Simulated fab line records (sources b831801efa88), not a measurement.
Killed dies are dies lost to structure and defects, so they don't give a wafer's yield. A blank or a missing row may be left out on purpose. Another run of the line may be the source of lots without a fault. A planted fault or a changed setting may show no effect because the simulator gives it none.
Tool commonality check :: flow sky130 :: 13 lots, 39 wafers sampled

## WHAT PROMPTED THE OPENING
At SKY_LDD_HVN_TW_MEAS_10 the reading LDD_HVN_TW is flagged on 1 of 13 lots. Fault-free wafers read 1436, with a standard deviation of 13.
Rule: a lot gets a flag if all its wafers with a number sit over 4 standard deviations from that mean, or if no wafer of it has a number. As for the other lots, they are considered sound.

lot: L759
measured: day 20 02:32
on: film-metro-02
LDD_HVN_TW, wafer by wafer: 1438 1436 1439
flag: 

lot: L761
measured: day 21 06:23
on: film-metro-04
LDD_HVN_TW, wafer by wafer: 1453 1461 1451
flag: 

lot: L762
measured: day 21 19:42
on: film-metro-02
LDD_HVN_TW, wafer by wafer: 1441 1439 1435
flag: 

lot: L763
measured: day 21 19:43
on: film-metro-01
LDD_HVN_TW, wafer by wafer: 1416 1424 1415
flag: 

lot: L764
measured: day 22 08:44
on: film-metro-04
LDD_HVN_TW, wafer by wafer: 1443 1456 1442
flag: 

lot: L769
measured: day 25 06:42
on: film-metro-04
LDD_HVN_TW, wafer by wafer: 30 30 30
flag: FLAGGED

lot: L772
measured: day 25 11:43
on: film-metro-02
LDD_HVN_TW, wafer by wafer: 1441 1450 1442
flag: 

lot: L771
measured: day 25 12:36
on: film-metro-01
LDD_HVN_TW, wafer by wafer: 1423 1415 1417
flag: 

lot: L777
measured: day 26 15:53
on: film-metro-02
LDD_HVN_TW, wafer by wafer: 1437 1440 1439
flag: 

lot: L776
measured: day 26 16:58
on: film-metro-01
LDD_HVN_TW, wafer by wafer: 1426 1420 1419
flag: 

lot: L778
measured: day 27 03:19
on: film-metro-01
LDD_HVN_TW, wafer by wafer: 1420 1417 1421
flag: 

lot: L779
measured: day 27 10:53
on: film-metro-01
LDD_HVN_TW, wafer by wafer: 1421 1424 1420
flag: 

lot: L781
measured: day 28 04:50
on: film-metro-04
LDD_HVN_TW, wafer by wafer: 1453 1457 1459
flag: 
Averaged over the flagged lots the numbers come to 30, -1406 from the usual (-99 or more standard deviations).

## EACH LOT AND THE TOOL IT RAN ON
The record holds 2 process steps before the reading, out of a route of 708 steps. Each cell gives the tool, then ch followed by the chambers the sampled wafers passed through, then the start.
lot: L759
flag: 
SKY_POLY_GATE_ETCH_16: rie-diel-02 ch 1,3, day 16 05:57
SKY_LDD_HVN_EXPOSE_04: iline-stepper-02 ch 0, day 19 12:09

lot: L761
flag: 
SKY_POLY_GATE_ETCH_16: rie-diel-03 ch 0,1, day 17 07:40
SKY_LDD_HVN_EXPOSE_04: iline-stepper-02 ch 0, day 20 14:09

lot: L762
flag: 
SKY_POLY_GATE_ETCH_16: rie-diel-01 ch 0,1,2, day 17 16:55
SKY_LDD_HVN_EXPOSE_04: iline-stepper-01 ch 0, day 21 03:43

lot: L763
flag: 
SKY_POLY_GATE_ETCH_16: rie-diel-02 ch 0,1,2, day 17 17:45
SKY_LDD_HVN_EXPOSE_04: iline-stepper-02 ch 0, day 21 04:01

lot: L764
flag: 
SKY_POLY_GATE_ETCH_16: rie-diel-02 ch 0,1,2, day 18 04:18
SKY_LDD_HVN_EXPOSE_04: iline-stepper-01 ch 0, day 21 16:55

lot: L769
flag: FLAGGED
SKY_POLY_GATE_ETCH_16: rie-diel-02 ch 0,1, day 21 08:14
SKY_LDD_HVN_EXPOSE_04: iline-stepper-02 ch 0, day 24 15:22

lot: L772
flag: 
SKY_POLY_GATE_ETCH_16: rie-diel-02 ch 1,2,3, day 21 11:26
SKY_LDD_HVN_EXPOSE_04: iline-stepper-02 ch 0, day 24 21:05

lot: L771
flag: 
SKY_POLY_GATE_ETCH_16: rie-diel-01 ch 0,1,2, day 21 14:45
SKY_LDD_HVN_EXPOSE_04: iline-stepper-01 ch 0, day 24 21:50

lot: L777
flag: 
SKY_POLY_GATE_ETCH_16: rie-diel-02 ch 1,2,3, day 22 19:27
SKY_LDD_HVN_EXPOSE_04: iline-stepper-02 ch 0, day 26 01:59

lot: L776
flag: 
SKY_POLY_GATE_ETCH_16: rie-diel-01 ch 1,2,3, day 22 20:24
SKY_LDD_HVN_EXPOSE_04: iline-stepper-02 ch 0, day 26 02:43

lot: L778
flag: 
SKY_POLY_GATE_ETCH_16: rie-diel-02 ch 0,2,3, day 23 06:03
SKY_LDD_HVN_EXPOSE_04: iline-stepper-02 ch 0, day 26 12:04

lot: L779
flag: 
SKY_POLY_GATE_ETCH_16: rie-diel-02 ch 2,3, day 23 14:33
SKY_LDD_HVN_EXPOSE_04: iline-stepper-02 ch 0, day 26 19:32

lot: L781
flag: 
SKY_POLY_GATE_ETCH_16: rie-diel-03 ch 0,3, day 24 10:18
SKY_LDD_HVN_EXPOSE_04: iline-stepper-02 ch 0, day 27 14:31
These steps, and what they do:
- SKY_POLY_GATE_ETCH_16: etches Si3N4 in CH3F/O2, stops on poly-Si, time 147.5 s, target depth 75 nm.
- SKY_LDD_HVN_EXPOSE_04: exposes mask HVNTM, target cd 700 nm.
- SKY_LDD_HVN_TW_MEAS_10

## FLAGGED AGAINST TOTAL, ONE TOOL AT A TIME (gauges that did the reading follow at the end)
step: SKY_POLY_GATE_ETCH_16
tool: rie-diel-01
lots run: 3
flagged: 0
share of the flagged lots: none
sound lots run after its first flagged lot: -

step: SKY_POLY_GATE_ETCH_16
tool: rie-diel-02
lots run: 8
flagged: 1
share of the flagged lots: all
sound lots run after its first flagged lot: 4 (L772,L777,L778,L779)

step: SKY_POLY_GATE_ETCH_16
tool: rie-diel-03
lots run: 2
flagged: 0
share of the flagged lots: none
sound lots run after its first flagged lot: -

step: SKY_LDD_HVN_EXPOSE_04
tool: iline-stepper-01
lots run: 3
flagged: 0
share of the flagged lots: none
sound lots run after its first flagged lot: -

step: SKY_LDD_HVN_EXPOSE_04
tool: iline-stepper-02
lots run: 10
flagged: 1
share of the flagged lots: all
sound lots run after its first flagged lot: 6 (L772,L777,L776,L778,L779,L781)

step: SKY_LDD_HVN_TW_MEAS_10
tool: film-metro-01
lots run: 5
flagged: 0
share of the flagged lots: none
sound lots run after its first flagged lot: -

step: SKY_LDD_HVN_TW_MEAS_10
tool: film-metro-02
lots run: 4
flagged: 0
share of the flagged lots: none
sound lots run after its first flagged lot: -

step: SKY_LDD_HVN_TW_MEAS_10
tool: film-metro-04
lots run: 4
flagged: 1
share of the flagged lots: all
sound lots run after its first flagged lot: 1 (L781)

## WHAT IS ALLOWED BY THE TABLE
3 rows of the table ran every flagged lot: rie-diel-02 at SKY_POLY_GATE_ETCH_16, iline-stepper-02 at SKY_LDD_HVN_EXPOSE_04, film-metro-04 at SKY_LDD_HVN_TW_MEAS_10.
- rie-diel-02 at SKY_POLY_GATE_ETCH_16 ran 8 lots, 1 of them flagged. Lots that were sound ran on it after the first flagged one (L772, L777, L778, L779); a persistent fault on the entire tool would not allow that.
- iline-stepper-02 at SKY_LDD_HVN_EXPOSE_04 ran 10 lots, 1 of them flagged. Lots that were sound ran on it after the first flagged one (L772, L777, L776, L778, L779, L781); a persistent fault on the entire tool would not allow that.
- film-metro-04 at SKY_LDD_HVN_TW_MEAS_10 ran 4 lots, 1 of them flagged. Lots that were sound ran on it after the first flagged one (L781); a persistent fault on the entire tool would not allow that.
Not one row of the table ran every flagged lot while running no sound lot after the first.

## WHAT THE SIMULATOR HAD PUT IN
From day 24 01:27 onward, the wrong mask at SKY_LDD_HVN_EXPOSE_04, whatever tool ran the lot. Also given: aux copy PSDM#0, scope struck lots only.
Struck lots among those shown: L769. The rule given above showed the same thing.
